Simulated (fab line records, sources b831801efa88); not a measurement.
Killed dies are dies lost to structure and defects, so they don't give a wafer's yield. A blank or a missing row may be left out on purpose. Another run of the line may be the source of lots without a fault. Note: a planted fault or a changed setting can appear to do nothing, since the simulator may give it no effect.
fab line records ; flow sky130
record lots=12; wafers=36; last-day=50
route steps=708 shown SONOS_ONO@178 GATE_OXIDE@197 RES_PROTECT@214 PAD_OPEN@708
lots with no fault: from the same line, run without faults
start-h: hours from the record's opening day to when the first of the lot's shown wafers began ; wait-h: how many hours have passed since the lot's step before this one ; " same as the row above ; L1.1+2: several wafers, shown together as one row ; - either no value or no given start ; * or withheld: withheld ; < > ~ a bound
route shown NAME@n: a module of which the file shows steps, and the number in the route of the first ; usual: mean and standard deviation over wafers with no fault ; same: alike in all rows ; chamber/n: place in a boat ; sites: the reading at each site ; _std_site: how widely they spread, as a standard deviation ; _edge_site: the outer-site mean with the inner-site mean subtracted ; radius-mm: how far each site lies from the wafer's centre ; mask NAME#n: copy n ; behind: the most recent tool/chamber to have shaped the wafer ; hold: why the lot was held/for how many hours/how that ended ; device: which transistor (n, p or np) failed to switch ; end of line: tests run on the same wafers once the route is complete ; a step without rows: its recipe alone ; killed: dies lost to structure and defects at the first sort, not the wafer's yield ; map: the dies of a wafer, with x for killed, . for not killed, _ for no die there
set.NAME: the setting as run; set.NAME@STEP: as run at that earlier step ; model.NAME: the simulator's own value behind a step, which no gauge read
the route's steps for a sample of lots (tables are steps, rows are wafers)
services: from which hour (start-h, from the record's first day; less than 0 if before it) a tool's chamber was out of use, for how many hours, and why
## steps
# step SKY_SONOS_ONO_EXPOSE_10
# recipe mask-id=ONOM; target-cd-nm=410; na=0.6; source-shape=conventional; sigma-outer=0.6; dose-mj=150
# usual exposure-dose-mJ-cm2=147.76/0.15
lot.wafer;tool;chamber;start-h;wait-h;mask;exposure-dose-mJ-cm2
L161.2;iline-stepper-02;0;263.30;-;ONOM#0;147.65
L161.3;iline-stepper-02;0;263.30;-;ONOM#0;147.66
L161.4;iline-stepper-02;0;263.30;-;ONOM#0;147.76
L162.1;iline-stepper-02;0;278.67;-;ONOM#0;147.82
L162.4;iline-stepper-02;0;278.67;-;ONOM#0;147.84
L162.5;iline-stepper-02;0;278.67;-;ONOM#0;148.08
L163.2;iline-stepper-01;0;279.07;-;ONOM#0;147.63
L163.3;iline-stepper-01;0;279.07;-;ONOM#0;147.57
L163.6;iline-stepper-01;0;279.07;-;ONOM#0;147.66
L165.1;iline-stepper-01;0;299.91;-;ONOM#0;148.00
L165.4;iline-stepper-01;0;299.91;-;ONOM#0;148.04
L165.6;iline-stepper-01;0;299.91;-;ONOM#0;147.85
L167.3;iline-stepper-01;0;312.12;-;ONOM#0;147.87
L167.5;iline-stepper-01;0;312.12;-;ONOM#0;147.89
L167.6;iline-stepper-01;0;312.12;-;ONOM#0;147.62
L174.1;iline-stepper-01;0;374.03;-;ONOM#0;147.86
L174.2;iline-stepper-01;0;374.03;-;ONOM#0;147.76
L174.5;iline-stepper-01;0;374.03;-;ONOM#0;147.72
L175.2;iline-stepper-01;0;380.90;-;ONOM#0;147.66
L175.5;iline-stepper-01;0;380.90;-;ONOM#0;147.76
L175.6;iline-stepper-01;0;380.90;-;ONOM#0;147.65
L176.2;iline-stepper-02;0;396.02;-;ONOM#0;148.02
L176.4;iline-stepper-02;0;396.02;-;ONOM#0;147.90
L176.6;iline-stepper-02;0;396.02;-;ONOM#0;147.84
L180.1;iline-stepper-02;0;426.07;-;ONOM#0;147.86
L180.3;iline-stepper-02;0;426.07;-;ONOM#0;147.97
L180.4;iline-stepper-02;0;426.07;-;ONOM#0;147.98
L181.3;iline-stepper-02;0;426.71;-;ONOM#0;147.62
L181.4;iline-stepper-02;0;426.71;-;ONOM#0;147.81
L181.6;iline-stepper-02;0;426.71;-;ONOM#0;147.64
L182.4;iline-stepper-02;0;436.74;-;ONOM#0;147.98
L182.5;iline-stepper-02;0;436.74;-;ONOM#0;147.85
L182.6;iline-stepper-02;0;436.74;-;ONOM#0;147.58
L183.1;iline-stepper-02;0;441.63;-;ONOM#0;147.88
L183.2;iline-stepper-02;0;441.63;-;ONOM#0;147.66
L183.3;iline-stepper-02;0;441.63;-;ONOM#0;147.83
# step SKY_SONOS_ONO_CD_MEAS_13
# recipe target-cd-nm=410
# usual cd-nm=409.7/2.1
lot.wafer;tool;chamber;start-h;wait-h;cd-nm
L161.2;cd-sem-02;-;275.29;0.1;409.8
L161.3;cd-sem-02;-;275.29;0.1;409.4
L161.4;cd-sem-02;-;275.29;0.1;408.6
L162.1;cd-sem-02;-;290.77;0.1;409.9
L162.4;cd-sem-02;-;290.77;0.1;410.3
L162.5;cd-sem-02;-;290.77;0.1;409.7
L163.2;cd-sem-01;-;291.35;0.1;410.5
L163.3;cd-sem-01;-;291.35;0.1;408.3
L163.6;cd-sem-01;-;291.35;0.1;408.7
L165.1;cd-sem-01;-;313.32;0.1;411.3
L165.4;cd-sem-01;-;313.32;0.1;411.4
L165.6;cd-sem-01;-;313.32;0.1;410.5
L167.3;cd-sem-01;-;324.62;0.1;412.7
L167.5;cd-sem-01;-;324.62;0.1;410.9
L167.6;cd-sem-01;-;324.62;0.1;411.3
L174.1;cd-sem-01;-;387.33;0.1;368.5
L174.2;cd-sem-01;-;387.33;0.1;371.7
L174.5;cd-sem-01;-;387.33;0.1;396.7
L175.2;cd-sem-01;-;394.44;0.1;387.2
L175.5;cd-sem-01;-;394.44;0.1;366.2
L175.6;cd-sem-01;-;394.44;0.1;378.2
L176.2;cd-sem-01;-;409.60;0.1;410.0
L176.4;cd-sem-01;-;409.60;0.1;406.8
L176.6;cd-sem-01;-;409.60;0.1;405.9
L180.1;cd-sem-01;-;440.73;0.1;411.4
L180.3;cd-sem-01;-;440.73;0.1;411.1
L180.4;cd-sem-01;-;440.73;0.1;409.4
L181.3;cd-sem-02;-;441.51;0.1;407.8
L181.4;cd-sem-02;-;441.51;0.1;409.2
L181.6;cd-sem-02;-;441.51;0.1;410.3
L182.4;cd-sem-02;-;452.44;0.1;409.4
L182.5;cd-sem-02;-;452.44;0.1;411.7
L182.6;cd-sem-02;-;452.44;0.1;409.7
L183.1;cd-sem-01;-;457.62;0.1;413.8
L183.2;cd-sem-01;-;457.62;0.1;412.4
L183.3;cd-sem-01;-;457.62;0.1;411.3
# step SKY_GATE_OXIDE_OVL_MEAS_10
# usual GATE_OXIDE_OVL=-0.4/1.3
lot.wafer;tool;chamber;start-h;wait-h;GATE_OXIDE_OVL[nm]
L161.2;overlay-02;-;303.67;0.1;-0.3
L161.3;overlay-02;-;303.67;0.1;1.2
L161.4;overlay-02;-;303.67;0.1;2.1
L162.1;overlay-01;-;318.16;0.1;0.4
L162.4;overlay-01;-;318.16;0.1;-0.6
L162.5;overlay-01;-;318.16;0.1;2.0
L163.2;overlay-01;-;319.38;0.1;0.2
L163.3;overlay-01;-;319.38;0.1;-1.5
L163.6;overlay-01;-;319.38;0.1;-0.4
L165.1;overlay-01;-;342.01;0.1;0.2
L165.4;overlay-01;-;342.01;0.1;-0.8
L165.6;overlay-01;-;342.01;0.1;0.3
L167.3;overlay-01;-;354.07;0.1;0.5
L167.5;overlay-01;-;354.07;0.1;-2.8
L167.6;overlay-01;-;354.07;0.1;-1.7
L174.1;overlay-01;-;424.68;0.1;1.8
L174.2;overlay-01;-;424.68;0.1;0.6
L174.5;overlay-01;-;424.68;0.1;-0.4
L175.2;overlay-02;-;431.59;0.1;-1.7
L175.5;overlay-02;-;431.59;0.1;0.7
L175.6;overlay-02;-;431.59;0.1;0.8
L176.2;overlay-02;-;446.79;0.1;0.6
L176.4;overlay-02;-;446.79;0.1;1.8
L176.6;overlay-02;-;446.79;0.1;0.6
L180.1;overlay-01;-;473.06;0.1;-1.1
L180.3;overlay-01;-;473.06;0.1;-0.8
L180.4;overlay-01;-;473.06;0.1;-0.5
L181.3;overlay-01;-;474.77;0.1;-0.6
L181.4;overlay-01;-;474.77;0.1;-2.3
L181.6;overlay-01;-;474.77;0.1;-0.3
L182.4;overlay-01;-;484.79;0.1;0.4
L182.5;overlay-01;-;484.79;0.1;-0.5
L182.6;overlay-01;-;484.79;0.1;-0.1
L183.1;overlay-02;-;491.12;0.1;-2.4
L183.2;overlay-02;-;491.12;0.1;-0.7
L183.3;overlay-02;-;491.12;0.1;-0.6
# step SKY_RES_PROTECT_STRIP_07
# recipe chemistry=O2/N2; power-w=1400; pressure-mtorr=1500; platen-temp-c=withheld; o2-flow-sccm=3000; n2-flow-sccm=300; overash-fraction=0.5
# usual drypump-motor-current-A=5.9/0.43; oes-product-au=0.516/0.0045; strip-time-to-endpoint-s=23.35/0.041
lot.wafer;tool;chamber;start-h;wait-h;drypump-motor-current-A;oes-product-au;rf-hours-counter-h;strip-time-to-endpoint-s
L161.2;plasma-asher-03;1;334.43;0.1;5.5;0.507;63;23.32
L161.3;plasma-asher-03;0;334.43;0.1;5.8;0.520;-;23.36
L161.4;plasma-asher-03;1;334.43;0.1;5.5;0.507;-;23.35
L162.1;plasma-asher-03;0;348.13;0.1;5.8;0.514;64;23.37
L162.4;plasma-asher-03;0;348.13;0.1;5.8;0.515;-;23.36
L162.5;plasma-asher-03;0;348.13;0.1;5.8;0.520;-;23.39
L163.2;plasma-asher-03;0;350.63;0.1;5.8;0.513;64;23.34
L163.3;plasma-asher-03;0;350.63;0.1;5.8;0.519;-;23.35
L163.6;plasma-asher-03;1;350.63;0.1;5.6;0.518;-;23.37
L165.1;plasma-asher-01;0;373.58;0.1;5.4;0.520;26;23.42
L165.4;plasma-asher-01;0;373.58;0.1;5.4;0.527;-;23.47
L165.6;plasma-asher-01;0;373.58;0.1;5.3;0.516;-;23.41
L167.3;plasma-asher-04;1;386.41;0.1;5.8;0.516;-;23.43
L167.5;plasma-asher-04;0;386.41;0.1;6.5;0.517;-;23.42
L167.6;plasma-asher-04;1;386.41;0.1;5.8;0.517;-;23.37
L174.1;plasma-asher-01;1;460.53;0.1;6.4;0.512;36;23.33
L174.2;plasma-asher-01;0;460.53;0.1;5.4;0.520;36;23.33
L174.5;plasma-asher-01;0;460.53;0.1;5.4;0.518;-;23.30
L175.2;plasma-asher-03;1;465.68;0.1;5.5;0.511;73;23.32
L175.5;plasma-asher-03;0;465.68;0.1;5.8;0.516;-;23.29
L175.6;plasma-asher-03;1;465.68;0.1;5.5;0.514;-;23.32
L176.2;plasma-asher-01;0;482.78;0.1;5.4;0.515;38;23.30
L176.4;plasma-asher-01;1;482.78;0.1;6.4;0.517;-;23.33
L176.6;plasma-asher-01;1;482.78;0.1;6.4;0.521;-;23.31
L180.1;plasma-asher-04;1;519.11;0.1;5.8;0.512;69;23.34
L180.3;plasma-asher-04;0;519.11;0.1;6.5;0.520;-;23.35
L180.4;plasma-asher-04;1;519.11;0.1;5.8;0.514;-;23.32
L181.3;plasma-asher-03;0;519.51;0.1;5.7;0.512;-;23.31
L181.4;plasma-asher-03;1;519.51;0.1;5.5;0.513;-;23.31
L181.6;plasma-asher-03;1;519.51;0.1;5.5;0.513;-;23.32
L182.4;plasma-asher-01;0;519.81;0.1;5.4;0.516;-;23.45
L182.5;plasma-asher-01;0;519.81;0.1;5.4;0.520;-;23.47
L182.6;plasma-asher-01;1;519.81;0.1;6.4;0.522;-;23.47
L183.1;plasma-asher-04;1;525.11;0.1;5.8;0.525;70;23.36
L183.2;plasma-asher-04;0;525.11;0.1;6.5;0.525;70;23.40
L183.3;plasma-asher-04;0;525.11;0.1;6.5;0.516;-;23.43
# step SKY_RES_PROTECT_TW_MEAS_08
# usual POLY_GATE_TW=4026/25
lot.wafer;tool;chamber;start-h;wait-h;POLY_GATE_TW
L161.2;film-metro-04;-;334.54;0.1;4034
L161.3;film-metro-04;-;334.54;0.1;4034
L161.4;film-metro-04;-;334.54;0.1;4035
L162.1;film-metro-04;-;348.23;0.1;4039
L162.4;film-metro-04;-;348.23;0.1;4039
L162.5;film-metro-04;-;348.23;0.1;4036
L163.2;film-metro-03;-;350.74;0.1;4008
L163.3;film-metro-03;-;350.74;0.1;4017
L163.6;film-metro-03;-;350.74;0.1;4053
L165.1;film-metro-03;-;373.68;0.1;4044
L165.4;film-metro-03;-;373.68;0.1;4046
L165.6;film-metro-03;-;373.68;0.1;4030
L167.3;film-metro-03;-;386.50;0.1;4055
L167.5;film-metro-03;-;386.50;0.1;4044
L167.6;film-metro-03;-;386.50;0.1;4044
L174.1;film-metro-01;-;460.63;0.1;4007
L174.2;film-metro-01;-;460.63;0.1;3975
L174.5;film-metro-01;-;460.63;0.1;3980
L175.2;film-metro-03;-;465.79;0.1;4034
L175.5;film-metro-03;-;465.79;0.1;4061
L175.6;film-metro-03;-;465.79;0.1;4040
L176.2;film-metro-01;-;482.89;0.1;4001
L176.4;film-metro-01;-;482.89;0.1;3964
L176.6;film-metro-01;-;482.89;0.1;3980
L180.1;film-metro-03;-;519.21;0.1;4014
L180.3;film-metro-03;-;519.21;0.1;4029
L180.4;film-metro-03;-;519.21;0.1;4034
L181.3;film-metro-01;-;519.60;0.1;4029
L181.4;film-metro-01;-;519.60;0.1;4014
L181.6;film-metro-01;-;519.60;0.1;3988
L182.4;film-metro-03;-;519.91;0.1;4028
L182.5;film-metro-03;-;519.91;0.1;4018
L182.6;film-metro-03;-;519.91;0.1;4029
L183.1;film-metro-01;-;525.21;0.1;4001
L183.2;film-metro-01;-;525.21;0.1;3996
L183.3;film-metro-01;-;525.21;0.1;4009
# step SKY_PAD_OPEN_PROBE_99
# usual killed_at_M0_to_M3=43/6.8; killed_at_M4_up=3.3/1.8; killed-at-contacts=25/5.9; killed-at-front-end=16/4.2; killed-at-other=0.3/0.69; killed-dies=87/8.6; killed-open=48/6.3; killed-short=39/5.3
# same gross-dies=492; killed-at-back-side=0
lot.wafer;tool;chamber;start-h;wait-h;killed_at_M0_to_M3;killed_at_M4_up;killed-at-contacts;killed-at-front-end;killed-at-other;killed-dies;killed-open;killed-short
L174.1;prober-02;-;1154.75;0.1;45;2;12;28;0;87;41;40
L174.2;prober-02;-;1154.80;0.1;46;4;18;24;0;92;47;43
L175.5;prober-01;-;1157.80;0.2;51;0;29;17;0;97;48;42
# killed by level:class
L174.1 VIA1:geometric-particle:open=9 VIA1:geometric-particle:short=8 FIELD_ISO:geometric-particle:open=7 FIELD_ISO:geometric-particle:short=7 METAL1:geometric-particle:short=6 SONOS_ONO:area-expose=6 CONTACT:geometric-particle:open=5 VIA2:geometric-particle:open=5
L174.2 VIA1:geometric-particle:open=12 FIELD_ISO:geometric-particle:short=7 CONTACT:geometric-particle:open=7 POLY_GATE:geometric-particle:short=6 VIA1:geometric-particle:short=6 METAL3:geometric-particle:short=6 FIELD_ISO:geometric-particle:open=5 LI_CONTACT:geometric-particle:open=5
L175.5 VIA1:geometric-particle:open=14 CONTACT:geometric-particle:open=14 VIA1:geometric-particle:short=10 LI_CONTACT:geometric-particle:open=8 SONOS_ONO:area-expose=7 METAL2:geometric-particle:short=6 METAL1:geometric-particle:short=6 VIA3:geometric-particle:open=5
## services
tool;chamber;start-h;hours;kind
plasma-asher-04;-;248.52;2.8;pm
plasma-asher-01;-;253.36;1.3;repair
iline-stepper-01;-;254.39;8.0;repair
iline-stepper-01;0;292.90;-;calibration
iline-stepper-02;-;308.74;5.4;repair
plasma-asher-03;-;350.02;0.5;repair
iline-stepper-01;-;353.22;1.8;repair
plasma-asher-04;-;370.86;3.6;repair
plasma-asher-03;-;372.12;28.1;pm
iline-stepper-02;-;379.58;1.7;pm
iline-stepper-01;-;427.33;1.7;pm
iline-stepper-02;0;429.58;-;calibration
plasma-asher-04;-;499.27;5.6;repair
iline-stepper-01;0;499.82;-;calibration
## key
first-sign step=SKY_SONOS_ONO_CD_MEAS_13; reading=cd-nm; direction=down; sigmas=15; usual=409.7; struck=378.1
effect none on later readings
met-at SKY_SONOS_ONO_EXPOSE_10
struck-lots L174,L175
tester-left-out L174,L175
not-acting-at SKY_GATE_OXIDE_OVL_MEAS_10,SKY_RES_PROTECT_STRIP_07,SKY_RES_PROTECT_TW_MEAS_08
onset-between 312.12 374.03
fault kind=process-parameter-drift; tool=iline-stepper-01; chamber=-; onset-h=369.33; steps=SKY_SONOS_ONO_EXPOSE_10; channel=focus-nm; offset=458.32; spread-by-wafer=0.3; shape=step; end-h=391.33
# tester-left-out: of these lots the tester's yield and bins aren't shown, on N5 and GAA mostly nor the transistor test; their killed dies are dies lost to structure and defects alone, not to doping, threshold or leakage, so they don't give the yield
